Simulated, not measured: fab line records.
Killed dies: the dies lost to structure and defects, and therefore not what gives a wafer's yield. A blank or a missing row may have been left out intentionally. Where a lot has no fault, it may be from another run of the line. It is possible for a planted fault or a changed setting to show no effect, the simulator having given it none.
Which tool is to blame?	flow gf180mcu	6 lots with 18 wafers sampled at 3 steps, on a route of 602 steps

## WHAT EACH GAUGE READ, for each wafer
GF_POLY_GATE_CD_MEAS_10: the cd target is 280 nm.
lot	measured	on	cd-nm (nm)
L377	day 9 09:17	cd-sem-02	280.0 280.3 280.5
L380	day 10 08:12	cd-sem-01	279.2 278.4 279.7
L383	day 11 02:46	cd-sem-02	278.3 278.4 280.1
L389	day 13 05:53	cd-sem-02	280.2 279.8 279.6
L394	day 14 11:37	cd-sem-01	281.1 281.0 281.2
L397	day 15 13:51	cd-sem-02	280.8 280.7 279.2

## WHICH TOOL RAN EACH LOT (tool, then ch and the chambers of the sampled wafers, then the start)
lot	GF_MVSD_COAT_02	GF_MVSD_STRIP_10
L377	litho-track-01 ch 0, day 4 08:56	plasma-asher-03 ch 0,1, day 4 16:27
L380	litho-track-04 ch 0, day 5 02:10	plasma-asher-04 ch 0,1, day 5 10:21
L383	litho-track-03 ch 0, day 5 17:17	plasma-asher-04 ch 0,1, day 6 01:02
L389	litho-track-03 ch 0, day 7 09:44	plasma-asher-02 ch 0,1, day 7 17:56
L394	litho-track-01 ch 0, day 8 10:39	plasma-asher-03 ch 0,1, day 8 18:44
L397	litho-track-04 ch 0, day 9 03:46	plasma-asher-03 ch 1, day 9 12:29
- GF_MVSD_COAT_02: resist thk 3000 nm.
- GF_MVSD_STRIP_10: strips in O2/N2.

## THE ANSWER, worked out from the rows above alone
Rule: usual is defined by the lots themselves. The widest of any qualifying gaps counts: lots, ordered by their means at a reading, are off when they make up no more than a third of the lots, leave a main group of 4 or more, and stand apart from it by 3 or more times the standard deviation of that group's means. A main group is skipped when, at the precision printed for the reading in the tables above, its means are all equal. A lot without any number at a reading at which 4 lots or more have one is off too. Any other lot the step has rows for is counted as sound.
Across all readings shown, no lot is off: no conclusion can be drawn from this.

## WHAT THE SIMULATOR HAD INSERTED
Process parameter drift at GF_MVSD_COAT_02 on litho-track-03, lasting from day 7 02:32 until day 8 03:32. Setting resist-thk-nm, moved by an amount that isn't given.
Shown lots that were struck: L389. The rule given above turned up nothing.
